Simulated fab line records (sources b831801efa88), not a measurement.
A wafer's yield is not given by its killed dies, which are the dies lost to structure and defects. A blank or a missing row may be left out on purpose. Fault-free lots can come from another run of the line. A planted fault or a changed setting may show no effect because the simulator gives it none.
What tool caused it? ; flow sky130 ; 6 lots with 18 wafers sampled at 3 steps, on a route of 708 steps

== WHAT THE GAUGES READ, wafer by wafer ==
SKY_METAL2_RS_MEAS_05: uses a four-point probe to measure.
lot;measured;on;METAL2_ALCU_RS (ohm/sq)
L813;day 34 09:32;film metro-03;0.1250 0.1273 0.1266
L815;day 35 19:29;film metro-03;0.1295 0.1276 0.1285
L824;day 38 03:41;film metro-03;0.0963 0.1279 0.1259
L825;day 39 05:20;film metro-04;0.1258 0.0963 0.1258
L830;day 40 02:01;film metro-03;0.1253 0.1234 0.1271
L835;day 41 04:11;film metro-04;0.1284 0.1296 0.1290

== EACH LOT AND THE TOOL THAT RAN IT (in order: tool; ch and the chambers of the sampled wafers; start) ==
lot;SKY_METAL2_SPUTTER_01;SKY_METAL2_SPUTTER_02
L813;pvd sputter-01, day 34 09:25;pvd sputter-01, day 34 09:26
L815;pvd sputter-04, day 35 19:21;pvd sputter-04, day 35 19:23
L824;pvd sputter-04, day 38 03:32;pvd sputter-04, day 38 03:34
L825;pvd sputter-04, day 39 05:13;pvd sputter-04, day 39 05:15
L830;pvd sputter-01, day 40 01:54;pvd sputter-01, day 40 01:56
L835;pvd sputter-02, day 41 04:02;pvd sputter-02, day 41 04:04
- SKY_METAL2_SPUTTER_01: material TiN, target thk 20 nm, time 16.7 s.
- SKY_METAL2_SPUTTER_02: material AlCu, target thk 250 nm, time 13.3 s.

== THE ANSWER, worked out from the rows above alone ==
Rule: usual is defined by the lots themselves. Put in order of their means at a reading, lots are off if they are a third of the lots or fewer, leave a main group of 4 or more, and stand apart from it by a gap of 3 or more times the standard deviation of the main group's means; of several such gaps the widest counts. Not used: any main group whose means are identical at the precision the tables above print for the reading. Also off: a lot with no number at a reading for which 4 or more lots have one. All remaining lots with rows at the step are treated as sound.
Off: L824, L825, seen at SKY_METAL2_RS_MEAS_05 (METAL2_ALCU_RS). Main group: mean 0.1273 ohm/sq, sd 0.0015.
If a tool, at a process step before that reading, ran all the lots that are off and no sound lot after the first of them, it fits. The gauges at SKY_METAL2_RS_MEAS_05 are tried like those tools. One fits: pvd sputter-04 at SKY_METAL2_SPUTTER_01 and SKY_METAL2_SPUTTER_02. At SKY_METAL2_SPUTTER_01 its last sound lot is L815 (day 35 19:21), its first lot that is off L824 (day 38 03:32): a fault that began between those two fits.

== WHAT THE SIMULATOR HAD INSERTED ==
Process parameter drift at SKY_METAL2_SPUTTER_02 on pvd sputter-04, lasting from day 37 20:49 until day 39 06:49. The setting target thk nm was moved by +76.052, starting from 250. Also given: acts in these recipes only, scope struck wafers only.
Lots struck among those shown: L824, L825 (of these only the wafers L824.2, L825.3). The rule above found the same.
